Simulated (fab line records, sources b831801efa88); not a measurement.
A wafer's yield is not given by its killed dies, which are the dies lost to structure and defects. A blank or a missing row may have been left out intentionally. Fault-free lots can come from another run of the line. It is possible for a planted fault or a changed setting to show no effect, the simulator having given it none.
fab line records	flow gf180mcu
[record] lots = 24	wafers = 72	last_day = 34
route steps=602 shown CONTACT@304 M1@318 V2@396 M4@457
lots that met no fault: taken from a fault-free run of the same line
start_h: hours from the record's first day to the start of the lot's first wafer shown	wait_h: hours from the lot's prior step to this one	" unchanged from the row above	L1.1+2: a row that stands for several wafers	- value missing, or start not given	* or withheld: withheld	< > ~ a bound
route shown NAME@n: NAME is a module with steps in the file, n the number in the route of the first one	usual: mean/standard deviation of fault-free wafers	same: alike in all rows	chamber/n: place in a boat	sites: each site's reading	_std_site: how widely they spread, as a standard deviation	_edge_site: the outer-site mean with the inner-site mean subtracted	radius_mm: for every site, how far away it sits from the centre of the wafer	mask NAME#n: copy n	behind: tool/chamber where the wafer was last shaped	hold: cause of the lot's hold/its duration in hours/its outcome	device: whichever transistor did not switch (one of n, p or np)	end of line: the tests these same wafers got at the end of their route	where a step has no rows: the recipe by itself	killed: at the first sort, the dies lost to defects and structure; wafer yield is something else	map: a wafer's dies, marking killed ones x, the rest . and places with no die _
set.NAME: the setting as run; set.NAME@STEP: as run at that earlier step	model.NAME: the simulator's own value behind a step, which no gauge read
a sample of lots followed through the steps of the route, with each step as a table and each wafer as a row
services: the hour from which a tool's chamber was out of use, counted from the record's first day as start_h (under 0 if before that day), plus the number of hours and why
[[steps]]
[step GF_CONTACT_ETCH_17]
[recipe] chemistry = C4F8/O2/Ar	mask_material = KrF	target = SiO2	stop_on = CoSi2	source_w = 1500	bias_w = 1200	pressure_mtorr = 40	c4f8_flow_sccm = withheld	O2_flow_sccm = 6	Ar_flow_sccm = 300	time_s = withheld	target_depth_a = 8600
[usual] oes_product_au = 0.816/0.005
lot.wafer	tool	chamber	start_h	wait_h	oes_product_au
L074.3	rie_diel-02	3	-	-	0.820
L074.4	"	2	"	"	0.816
L074.5	"	3	"	"	0.807
L075.2	rie_diel-03	0	-	-	0.822
L075.4	"	2	"	"	0.823
L075.6	"	0	"	"	0.804
L077.1	rie_diel-01	3	-	-	0.814
L077.3	"	0	"	"	0.824
L077.5	"	1	"	"	0.811
L076.1	rie_diel-02	0	-	-	0.815
L076.2	"	2	"	"	0.814
L076.4	"	3	"	"	0.812
L078.2	rie_diel-03	3	-	-	0.822
L078.3	"	0	"	"	0.823
L078.5	"	2	"	"	0.811
L079.1	rie_diel-03	2	-	-	0.806
L079.4	"	1	"	"	0.813
L079.6	"	1	"	"	0.815
L080.1	rie_diel-02	1	-	-	0.807
L080.2	"	2	"	"	0.822
L080.4	"	0	"	"	0.821
L081.2	rie_diel-01	2	-	-	0.820
L081.3	"	3	"	"	0.817
L081.4	"	3	"	"	0.823
L082.1	rie_diel-03	1	-	-	0.816
L082.4	"	3	"	"	0.821
L082.6	"	2	"	"	0.811
L084.1	rie_diel-02	0	-	-	0.819
L084.5	"	1	"	"	0.818
L084.6	"	0	"	"	0.815
L083.3	rie_diel-03	3	-	-	0.816
L083.4	"	3	"	"	0.816
L083.6	"	1	"	"	0.816
L085.1	rie_diel-02	3	-	-	0.822
L085.2	"	1	"	"	0.810
L085.4	"	2	"	"	0.823
L086.2	rie_diel-01	0	-	-	0.813
L086.3	"	2	"	"	0.817
L086.4	"	1	"	"	0.820
L087.1	rie_diel-03	1	-	-	0.816
L087.2	"	0	"	"	0.825
L087.5	"	2	"	"	0.815
L088.1	rie_diel-02	0	-	-	0.818
L088.2	"	3	"	"	0.813
L088.5	"	0	"	"	0.825
L089.3	rie_diel-01	1	-	-	0.823
L089.4	"	0	"	"	0.818
L089.6	"	3	"	"	0.807
L090.4	rie_diel-01	2	-	-	0.814
L090.5	"	0	"	"	0.822
L090.6	"	3	"	"	0.812
L091.2	rie_diel-02	3	-	-	0.817
L091.4	"	1	"	"	0.819
L091.5	"	0	"	"	0.824
L092.3	rie_diel-02	0	-	-	0.811
L092.4	"	1	"	"	0.813
L092.5	"	3	"	"	0.809
L094.2	rie_diel-01	1	-	-	0.826
L094.3	"	2	"	"	0.822
L094.5	"	2	"	"	0.820
L093.3	rie_diel-01	2	-	-	0.813
L093.5	"	2	"	"	0.814
L093.6	"	3	"	"	0.812
L095.1	rie_diel-03	1	-	-	0.811
L095.2	"	3	"	"	0.824
L095.3	"	2	"	"	0.812
L096.2	rie_diel-02	0	-	-	0.816
L096.5	"	0	"	"	0.815
L096.6	"	3	"	"	0.816
L097.2	rie_diel-03	2	-	-	0.808
L097.4	"	1	"	"	0.818
L097.6	"	0	"	"	0.807
[step GF_M1_SPUTTER_03]
[recipe] material = Ti	target_thk_nm = 10	substrate_temp_c = 300	chamber_pressure_pa = 0.3	power_w = 3000	time_s = 6.7
[usual] throttle_valve_pct = 29.8/1.3
lot.wafer	tool	chamber	start_h	wait_h	throttle_valve_pct
L074.3	pvd_sputter-02	-	366.21	0.0	29.3
L074.4	"	-	"	"	29.6
L074.5	"	-	"	"	30.6
L075.2	pvd_sputter-02	-	381.17	0.0	29.9
L075.4	"	-	"	"	31.0
L075.6	"	-	"	"	31.0
L077.1	pvd_sputter-04	-	397.46	0.0	30.1
L077.3	"	-	"	"	31.7
L077.5	"	-	"	"	29.0
L076.1	pvd_sputter-02	-	397.74	0.0	30.5
L076.2	"	-	"	"	29.1
L076.4	"	-	"	"	30.8
L078.2	pvd_sputter-02	-	405.86	0.0	29.1
L078.3	"	-	"	"	30.8
L078.5	"	-	"	"	30.3
L079.1	pvd_sputter-01	-	419.85	0.0	27.7
L079.4	"	-	"	"	30.3
L079.6	"	-	"	"	29.8
L080.1	pvd_sputter-04	-	420.80	0.0	28.8
L080.2	"	-	"	"	31.4
L080.4	"	-	"	"	30.1
L081.2	pvd_sputter-01	-	434.11	0.0	27.3
L081.3	"	-	"	"	30.5
L081.4	"	-	"	"	31.7
L082.1	pvd_sputter-01	-	451.86	0.0	27.5
L082.4	"	-	"	"	30.3
L082.6	"	-	"	"	27.3
L084.1	pvd_sputter-01	-	452.62	0.0	30.3
L084.5	"	-	"	"	27.4
L084.6	"	-	"	"	31.2
L083.3	pvd_sputter-04	-	453.26	0.0	28.8
L083.4	"	-	"	"	32.0
L083.6	"	-	"	"	28.7
L085.1	pvd_sputter-01	-	468.22	0.0	27.4
L085.2	"	-	"	"	31.5
L085.4	"	-	"	"	31.6
L086.2	pvd_sputter-04	-	469.62	0.0	29.0
L086.3	"	-	"	"	31.4
L086.4	"	-	"	"	27.9
L087.1	pvd_sputter-01	-	491.55	0.0	30.1
L087.2	"	-	"	"	27.7
L087.5	"	-	"	"	31.3
L088.1	pvd_sputter-04	-	492.71	0.0	28.9
L088.2	"	-	"	"	27.7
L088.5	"	-	"	"	27.7
L089.3	pvd_sputter-02	-	505.31	0.0	30.9
L089.4	"	-	"	"	29.9
L089.6	"	-	"	"	30.5
L090.4	pvd_sputter-02	-	506.57	0.0	29.0
L090.5	"	-	"	"	30.8
L090.6	"	-	"	"	29.1
L091.2	pvd_sputter-01	-	510.41	0.0	30.2
L091.4	"	-	"	"	27.5
L091.5	"	-	"	"	30.0
L092.3	pvd_sputter-01	-	519.57	0.0	30.2
L092.4	"	-	"	"	27.3
L092.5	"	-	"	"	30.5
L094.2	pvd_sputter-04	-	530.40	0.0	30.2
L094.3	"	-	"	"	31.6
L094.5	"	-	"	"	27.7
L093.3	pvd_sputter-01	-	534.04	0.0	29.9
L093.5	"	-	"	"	30.0
L093.6	"	-	"	"	29.8
L095.1	pvd_sputter-02	-	537.11	0.0	30.6
L095.2	"	-	"	"	29.3
L095.3	"	-	"	"	29.8
L096.2	pvd_sputter-02	-	547.72	0.0	29.7
L096.5	"	-	"	"	29.0
L096.6	"	-	"	"	29.8
L097.2	pvd_sputter-02	-	549.30	0.0	29.7
L097.4	"	-	"	"	30.7
L097.6	"	-	"	"	30.3
[step GF_V2_CD_MEAS_14]
[recipe] target_cd_nm = 260
[usual] cd_nm = 260.1/1.2
lot.wafer	tool	chamber	start_h	wait_h	cd_nm
L074.3	cd_sem-02	-	463.94	0.1	260.4
L074.4	"	-	"	"	259.2
L074.5	"	-	"	"	259.9
L075.2	cd_sem-01	-	480.51	0.1	261.3
L075.4	"	-	"	"	259.2
L075.6	"	-	"	"	259.5
L076.1	cd_sem-01	-	497.24	0.1	261.9
L076.2	"	-	"	"	261.7
L076.4	"	-	"	"	262.5
L077.1	cd_sem-02	-	497.50	0.1	261.4
L077.3	"	-	"	"	261.3
L077.5	"	-	"	"	261.2
L078.2	cd_sem-01	-	506.42	0.1	260.0
L078.3	"	-	"	"	259.9
L078.5	"	-	"	"	258.9
L079.1	cd_sem-01	-	519.85	0.1	258.8
L079.4	"	-	"	"	258.5
L079.6	"	-	"	"	258.8
L080.1	cd_sem-02	-	520.53	0.1	260.7
L080.2	"	-	"	"	261.5
L080.4	"	-	"	"	260.7
L081.2	cd_sem-02	-	533.15	0.1	259.7
L081.3	"	-	"	"	260.0
L081.4	"	-	"	"	261.1
L082.1	cd_sem-02	-	549.20	0.1	259.5
L082.4	"	-	"	"	261.1
L082.6	"	-	"	"	261.5
L084.1	cd_sem-01	-	550.64	0.1	260.4
L084.5	"	-	"	"	259.9
L084.6	"	-	"	"	258.9
L083.3	cd_sem-02	-	551.33	0.1	261.1
L083.4	"	-	"	"	259.9
L083.6	"	-	"	"	261.5
L085.1	cd_sem-02	-	563.75	0.1	260.3
L085.2	"	-	"	"	259.4
L085.4	"	-	"	"	261.3
L086.2	cd_sem-02	-	565.80	0.1	258.9
L086.3	"	-	"	"	260.5
L086.4	"	-	"	"	259.6
L087.1	cd_sem-01	-	585.05	0.1	260.8
L087.2	"	-	"	"	259.0
L087.5	"	-	"	"	262.3
L088.1	cd_sem-01	-	586.45	0.1	262.5
L088.2	"	-	"	"	262.1
L088.5	"	-	"	"	261.2
L089.3	cd_sem-02	-	597.98	0.1	258.9
L089.4	"	-	"	"	259.3
L089.6	"	-	"	"	259.9
L090.4	cd_sem-02	-	598.95	0.1	260.2
L090.5	"	-	"	"	260.7
L090.6	"	-	"	"	259.7
L091.2	cd_sem-02	-	602.67	0.1	260.9
L091.4	"	-	"	"	259.9
L091.5	"	-	"	"	260.7
L092.3	cd_sem-01	-	609.62	0.1	257.6
L092.4	"	-	"	"	258.4
L092.5	"	-	"	"	257.9
L094.2	cd_sem-01	-	619.91	0.1	259.5
L094.3	"	-	"	"	259.5
L094.5	"	-	"	"	260.4
L093.3	cd_sem-02	-	623.69	0.1	261.5
L093.5	"	-	"	"	260.5
L093.6	"	-	"	"	260.6
L095.1	cd_sem-02	-	626.20	0.1	258.0
L095.2	"	-	"	"	257.2
L095.3	"	-	"	"	257.9
L096.2	cd_sem-02	-	635.72	0.1	259.4
L096.5	"	-	"	"	258.8
L096.6	"	-	"	"	259.1
L097.2	cd_sem-01	-	637.17	0.1	261.1
L097.4	"	-	"	"	261.7
L097.6	"	-	"	"	261.9
[step GF_V2_ETCH_16]
[recipe] chemistry = N2/H2	target_depth_a = withheld	overetch_a = withheld	time_s = withheld	target = BARC	ion_energy_ev = 200	source_w = 500	bias_w = 100	pressure_mtorr = 30	n2_flow_sccm = 100	h2_flow_sccm = 200
[usual] drypump_motor_current_A = 5.6/0.47	oes_product_au = 0.854/0.0049	throttle_valve_pct = 13.224/0.0083
lot.wafer	tool	chamber	start_h	wait_h	drypump_motor_current_A	oes_product_au	throttle_valve_pct
L074.3	rie_diel-02	0	464.06	0.0	4.9	0.850	13.224
L074.4	"	3	"	"	6.1	0.858	13.243
L074.5	"	3	"	"	6.1	0.853	13.244
L075.2	rie_diel-01	1	480.65	0.0	5.8	0.865	13.222
L075.4	"	2	"	"	5.6	0.860	13.217
L075.6	"	2	"	"	5.7	0.855	13.234
L076.1	rie_diel-04	0	497.40	0.0	6.1	0.853	13.232
L076.2	"	1	"	"	5.5	0.854	13.229
L076.4	"	3	"	"	5.8	0.852	13.205
L077.1	rie_diel-01	3	497.66	0.0	5.0	0.849	13.220
L077.3	"	2	"	"	5.7	0.850	13.234
L077.5	"	1	"	"	5.8	0.854	13.237
L078.2	rie_diel-04	2	506.56	0.0	5.4	0.856	13.219
L078.3	"	3	"	"	5.8	0.856	13.217
L078.5	"	1	"	"	5.6	0.855	13.232
L079.1	rie_diel-01	2	520.01	0.0	5.6	0.855	13.239
L079.4	"	1	"	"	5.8	0.847	13.220
L079.6	"	0	"	"	5.2	0.851	13.227
L080.1	rie_diel-02	0	520.69	0.0	4.9	0.853	13.231
L080.2	"	1	"	"	5.4	0.854	13.221
L080.4	"	1	"	"	5.4	0.848	13.226
L081.2	rie_diel-02	2	533.29	0.0	6.6	0.855	13.229
L081.3	"	0	"	"	4.9	0.860	13.216
L081.4	"	1	"	"	5.4	0.857	13.215
L082.1	rie_diel-04	3	549.36	0.0	5.8	0.845	13.202
L082.4	"	1	"	"	5.6	0.847	13.215
L082.6	"	2	"	"	5.5	0.849	13.225
L084.1	rie_diel-02	0	550.80	0.0	4.9	0.845	13.219
L084.5	"	1	"	"	5.4	0.848	13.235
L084.6	"	2	"	"	6.6	0.858	13.208
L083.3	rie_diel-04	0	551.45	0.0	6.1	0.857	13.220
L083.4	"	3	"	"	5.7	0.865	13.231
L083.6	"	1	"	"	5.6	0.858	13.231
L085.1	rie_diel-04	0	563.91	0.0	6.1	0.853	13.227
L085.2	"	2	"	"	5.5	0.854	13.219
L085.4	"	3	"	"	5.8	0.859	13.219
L086.2	rie_diel-02	2	565.94	0.0	6.6	0.852	13.222
L086.3	"	1	"	"	5.4	0.856	13.226
L086.4	"	3	"	"	6.1	0.858	13.232
L087.1	rie_diel-01	1	585.21	0.0	5.8	0.856	13.222
L087.2	"	2	"	"	5.7	0.851	13.219
L087.5	"	2	"	"	5.7	0.856	13.229
L088.1	rie_diel-04	2	586.61	0.0	5.5	0.846	13.226
L088.2	"	0	"	"	6.1	0.850	13.219
L088.5	"	0	"	"	6.1	0.858	13.231
L089.3	rie_diel-02	3	598.10	0.0	6.1	0.856	13.225
L089.4	"	0	"	"	4.9	0.858	13.227
L089.6	"	1	"	"	5.4	0.848	13.223
L090.4	rie_diel-01	0	599.05	0.0	5.2	0.856	13.234
L090.5	"	0	"	"	5.2	0.855	13.226
L090.6	"	3	"	"	5.0	0.855	13.220
L091.2	rie_diel-04	1	602.81	0.0	5.6	0.865	13.214
L091.4	"	2	"	"	5.5	0.846	13.220
L091.5	"	1	"	"	5.6	0.852	13.216
L092.3	rie_diel-04	2	609.74	0.0	5.5	0.861	13.211
L092.4	"	1	"	"	5.6	0.854	13.223
L092.5	"	0	"	"	6.1	0.854	13.236
L094.2	rie_diel-04	1	620.05	0.0	5.6	0.848	13.217
L094.3	"	0	"	"	6.1	0.852	13.235
L094.5	"	0	"	"	6.1	0.859	13.235
L093.3	rie_diel-02	3	623.80	0.0	6.1	0.855	13.226
L093.5	"	0	"	"	4.9	0.857	13.228
L093.6	"	1	"	"	5.4	0.859	13.222
L095.1	rie_diel-02	0	626.35	0.0	4.9	0.854	13.216
L095.2	"	1	"	"	5.4	0.854	13.239
L095.3	"	2	"	"	6.7	0.863	13.219
L096.2	rie_diel-02	1	635.85	0.0	5.4	0.858	13.230
L096.5	"	1	"	"	5.4	0.859	13.221
L096.6	"	0	"	"	4.9	0.858	13.211
L097.2	rie_diel-01	0	637.30	0.0	5.2	0.857	13.228
L097.4	"	1	"	"	5.8	0.859	13.230
L097.6	"	0	"	"	5.2	0.851	13.225
[step GF_V2_STRIP_18]
[recipe] chemistry = O2/N2	power_w = 1400	pressure_mtorr = 1500	platen_temp_c = 250	o2_flow_sccm = 3000	n2_flow_sccm = 300	overash_fraction = 0.5
[usual] drypump_motor_current_A = 5.7/0.33	heater_power_w = 328/35	o2_flow_sccm = 3000/8.2	oes_product_au = 0.593/0.0053
lot.wafer	tool	chamber	start_h	wait_h	drypump_motor_current_A	heater_power_w	o2_flow_sccm	oes_product_au	rf_hours_counter_h
L074.3	plasma_asher-04	0	464.22	-	6.5	267	3001	0.591	-
L074.4	"	1	"	"	5.7	323	3005	0.595	-
L074.5	"	1	"	"	5.7	326	3010	0.590	-
L075.2	plasma_asher-02	0	480.78	-	5.5	370	2998	0.597	5
L075.4	"	0	"	"	5.5	380	2998	0.596	-
L075.6	"	0	"	"	5.5	372	2987	0.588	-
L076.1	plasma_asher-01	0	497.53	-	5.5	294	3001	0.597	76
L076.2	"	1	"	"	5.3	315	2999	0.587	76
L076.4	"	1	"	"	5.3	305	3002	0.595	-
L077.1	plasma_asher-04	0	497.79	-	6.4	278	2994	0.590	39
L077.3	"	1	"	"	5.7	320	2998	0.593	-
L077.5	"	1	"	"	5.7	321	2999	0.601	-
L078.2	plasma_asher-02	0	506.69	-	5.5	378	2999	0.587	7
L078.3	"	1	"	"	5.7	337	3006	0.590	-
L078.5	"	1	"	"	5.7	338	3009	0.578	-
L079.1	plasma_asher-01	0	520.13	-	5.5	303	3010	0.601	78
L079.4	"	0	"	"	5.5	303	3003	0.590	-
L079.6	"	1	"	"	5.3	322	3000	0.602	-
L080.1	plasma_asher-04	1	520.82	-	5.7	323	3000	0.591	41
L080.2	"	0	"	"	6.4	272	3002	0.588	41
L080.4	"	1	"	"	5.7	318	3012	0.596	-
L081.2	plasma_asher-02	1	533.42	-	5.7	340	2989	0.593	10
L081.3	"	1	"	"	5.7	334	2987	0.596	-
L081.4	"	0	"	"	5.5	377	3005	0.585	-
L082.1	plasma_asher-04	1	549.48	-	5.7	331	3007	0.592	45
L082.4	"	0	"	"	6.5	269	2996	0.594	-
L082.6	"	0	"	"	6.5	272	2994	0.597	-
L084.1	plasma_asher-01	1	550.92	-	5.4	300	2999	0.600	82
L084.5	"	1	"	"	5.3	313	3009	0.588	-
L084.6	"	0	"	"	5.5	303	2993	0.595	-
L083.3	plasma_asher-04	0	551.61	-	6.4	272	3004	0.594	-
L083.4	"	1	"	"	5.7	323	2994	0.589	-
L083.6	"	1	"	"	5.7	325	3005	0.591	-
L085.1	plasma_asher-04	0	564.03	-	6.5	274	2992	0.597	47
L085.2	"	1	"	"	5.7	324	3005	0.594	47
L085.4	"	0	"	"	6.4	264	2999	0.599	-
L086.2	plasma_asher-02	0	566.07	-	5.5	382	3009	0.594	12
L086.3	"	1	"	"	5.8	330	3014	0.591	-
L086.4	"	0	"	"	5.5	369	3007	0.596	-
L087.1	plasma_asher-04	0	585.33	-	6.4	273	3013	0.589	49
L087.2	"	1	"	"	5.7	325	2998	0.602	49
L087.5	"	0	"	"	6.4	265	3011	0.594	-
L088.1	plasma_asher-04	1	586.80	-	5.7	314	3000	0.597	49
L088.2	"	0	"	"	6.5	277	3013	0.591	49
L088.5	"	0	"	"	6.4	273	2995	0.593	-
L089.3	plasma_asher-02	0	598.26	-	5.5	378	3001	0.595	-
L089.4	"	1	"	"	5.7	334	3005	0.598	-
L089.6	"	0	"	"	5.5	377	3004	0.591	-
L090.4	plasma_asher-02	0	599.21	-	5.5	370	2998	0.593	-
L090.5	"	1	"	"	5.7	341	2997	0.582	-
L090.6	"	0	"	"	5.5	373	3004	0.584	-
L091.2	plasma_asher-02	1	602.93	-	5.7	335	3001	0.592	16
L091.4	"	0	"	"	5.5	380	2988	0.597	-
L091.5	"	1	"	"	5.7	336	3005	0.587	-
L092.3	plasma_asher-01	1	609.90	-	5.4	313	2986	0.589	-
L092.4	"	0	"	"	5.5	297	2994	0.598	-
L092.5	"	1	"	"	5.4	304	2976	0.594	-
L094.2	plasma_asher-02	1	620.17	-	5.7	334	2999	0.592	18
L094.3	"	0	"	"	5.5	383	2996	0.587	-
L094.5	"	1	"	"	5.7	332	3010	0.588	-
L093.3	plasma_asher-02	0	623.97	-	5.5	365	3000	0.595	-
L093.5	"	0	"	"	5.5	379	2987	0.595	-
L093.6	"	1	"	"	5.7	334	3011	0.581	-
L095.1	plasma_asher-02	0	626.48	-	5.5	380	2996	0.598	19
L095.2	"	1	"	"	5.7	328	2989	0.600	19
L095.3	"	1	"	"	5.7	334	2984	0.585	-
L096.2	plasma_asher-02	1	635.98	-	5.7	338	3002	0.596	20
L096.5	"	1	"	"	5.7	339	2994	0.588	-
L096.6	"	0	"	"	5.5	381	3001	0.585	-
L097.2	plasma_asher-02	0	637.43	-	5.5	386	3000	0.597	20
L097.4	"	1	"	"	5.7	332	2988	0.605	-
L097.6	"	0	"	"	5.5	375	3009	0.605	-
[step GF_M4_SPUTTER_01]
[recipe] material = TiN	target_thk_nm = 30	power_w = 6500	time_s = 25	chamber_pressure_pa = 0.4
[usual] throttle_valve_pct = 29.7/1.6
lot.wafer	tool	chamber	start_h	wait_h	throttle_valve_pct
L074.3	pvd_sputter-01	-	515.19	0.1	30.0
L074.4	"	-	"	"	27.5
L074.5	"	-	"	"	31.5
L075.2	pvd_sputter-04	-	533.68	0.1	31.6
L075.4	"	-	"	"	30.2
L075.6	"	-	"	"	31.8
L077.1	pvd_sputter-04	-	547.33	0.1	28.6
L077.3	"	-	"	"	31.8
L077.5	"	-	"	"	30.4
L076.1	pvd_sputter-01	-	548.81	0.1	30.6
L076.2	"	-	"	"	29.9
L076.4	"	-	"	"	27.1
L078.2	pvd_sputter-01	-	556.94	0.1	27.3
L078.3	"	-	"	"	30.3
L078.5	"	-	"	"	30.3
L079.1	pvd_sputter-03	-	568.62	0.1	30.8
L079.4	"	-	"	"	31.1
L079.6	"	-	"	"	30.6
L080.1	pvd_sputter-03	-	569.72	0.1	28.5
L080.2	"	-	"	"	31.0
L080.4	"	-	"	"	30.1
L081.2	pvd_sputter-04	-	583.31	0.1	31.7
L081.3	"	-	"	"	28.7
L081.4	"	-	"	"	27.9
L082.1	pvd_sputter-01	-	598.15	0.1	31.4
L082.4	"	-	"	"	30.0
L082.6	"	-	"	"	31.7
L084.1	pvd_sputter-04	-	598.25	0.1	30.3
L084.5	"	-	"	"	31.7
L084.6	"	-	"	"	27.6
L083.3	pvd_sputter-04	-	600.05	0.1	27.5
L083.4	"	-	"	"	31.4
L083.6	"	-	"	"	28.7
L085.1	pvd_sputter-01	-	609.79	0.1	29.5
L085.2	"	-	"	"	31.4
L085.4	"	-	"	"	27.5
L086.2	pvd_sputter-01	-	612.20	0.1	29.8
L086.3	"	-	"	"	31.7
L086.4	"	-	"	"	27.6
L087.1	pvd_sputter-01	-	630.47	0.1	30.3
L087.2	"	-	"	"	31.6
L087.5	"	-	"	"	31.3
L088.1	pvd_sputter-04	-	631.85	0.1	30.2
L088.2	"	-	"	"	31.8
L088.5	"	-	"	"	27.6
L089.3	pvd_sputter-01	-	642.29	0.1	30.3
L089.4	"	-	"	"	31.7
L089.6	"	-	"	"	27.5
L090.4	pvd_sputter-04	-	644.79	0.1	31.5
L090.5	"	-	"	"	28.8
L090.6	"	-	"	"	27.7
L091.2	pvd_sputter-01	-	647.95	0.1	27.3
L091.4	"	-	"	"	30.3
L091.5	"	-	"	"	27.4
L092.3	pvd_sputter-04	-	654.00	0.1	27.7
L092.4	"	-	"	"	29.0
L092.5	"	-	"	"	29.0
L094.2	pvd_sputter-01	-	663.14	0.1	30.3
L094.3	"	-	"	"	32.0
L094.5	"	-	"	"	29.9
L093.3	pvd_sputter-01	-	668.11	0.1	29.8
L093.5	"	-	"	"	27.7
L093.6	"	-	"	"	31.6
L095.1	pvd_sputter-01	-	670.99	0.1	27.3
L095.2	"	-	"	"	30.3
L095.3	"	-	"	"	31.6
L096.2	pvd_sputter-01	-	679.05	0.1	31.5
L096.5	"	-	"	"	31.6
L096.6	"	-	"	"	29.6
L097.2	pvd_sputter-01	-	680.51	0.1	27.5
L097.4	"	-	"	"	29.9
L097.6	"	-	"	"	27.5
[[services]]
tool	chamber	start_h	hours	kind
pvd_sputter-02	-	346.35	9.2	repair
rie_diel-02	1	351.21	10.5	repair
plasma_asher-04	-	356.49	13.7	repair
rie_diel-03	0	366.72	6.1	repair
plasma_asher-02	-	421.25	9.0	pm
plasma_asher-02	-	426.74	2.2	repair
rie_diel-01	0	431.53	8.2	repair
rie_diel-03	-	457.45	0.4	repair
rie_diel-04	2	460.25	4.5	repair
rie_diel-02	-	470.74	0.3	repair
pvd_sputter-04	-	480.69	1.8	repair
rie_diel-01	-	482.88	2.8	pm
rie_diel-01	0	534.02	2.6	repair
rie_diel-01	-	534.50	14.6	pm
plasma_asher-02	-	539.37	14.6	pm
pvd_sputter-01	-	547.06	1.4	repair
rie_diel-01	-	549.10	15.6	pm
pvd_sputter-01	-	562.60	2.2	repair
rie_diel-04	1	568.96	25.9	repair
rie_diel-04	3	580.64	16.5	repair
pvd_sputter-02	-	603.31	1.5	repair
pvd_sputter-02	-	607.70	7.7	repair
rie_diel-02	-	620.03	0.7	repair
pvd_sputter-02	-	655.87	3.9	repair
[[key]]
fault none
